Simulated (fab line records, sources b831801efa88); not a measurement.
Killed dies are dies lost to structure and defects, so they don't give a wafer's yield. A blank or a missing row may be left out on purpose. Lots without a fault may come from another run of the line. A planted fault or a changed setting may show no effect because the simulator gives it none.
Chamber matching | flow gf180mcu | GF_V4_CMP_26 on cmp-02: 4 sister chambers
The step polishes, stops on SiO2, t overpolish 15 s, target thk 0 nm. 4 wafers are shown with their chamber, then 8 later ones without.

WAFERS WITH THEIR CHAMBER
wafer  | chamber | motor_current_A (A)
L965.4 | 2       | 9.6
L967.5 | 1       | 12.1
L968.6 | 3       | 10.2
L970.1 | 0       | 11.9

WAFERS WITHOUT THEIR CHAMBER
wafer  | motor_current_A (A)
L970.2 | 9.8
L970.3 | 9.4
L971.1 | 11.8
L971.4 | 9.6
L971.5 | 12.2
L974.2 | 11.8
L974.3 | 12.2
L974.4 | 9.1

WHICH CHAMBER EACH WENT THROUGH
wafer  | from the rows above     | in truth
L970.2 | can't be placed: 2 or 3 | 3
L970.3 | 2                       | 2
L971.1 | can't be placed: 0 or 1 | 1
L971.4 | 2                       | 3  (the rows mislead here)
L971.5 | can't be placed: 1 or 0 | 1
L974.2 | can't be placed: 0 or 1 | 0
L974.3 | can't be placed: 1 or 0 | 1
L974.4 | 2                       | 2
Placed correctly: 2 of 8. Can't be placed from these rows: 5 (the true chamber is among the candidates in 5). Placed wrongly: 1.
How it was worked out, from the rows above alone: a wafer's distance from a chamber is the root of the sum, over the readings, of the square of ((its reading less the chamber's mean) divided by the reading's scatter). The wafer belongs to the nearest chamber; if the next one is less than 2 further off, it can't be placed. A chamber's mean is the mean of its shown wafers. The scatter: with one shown wafer a chamber, the root of the mean of the squares of how far each hidden wafer lies from its nearest shown one.
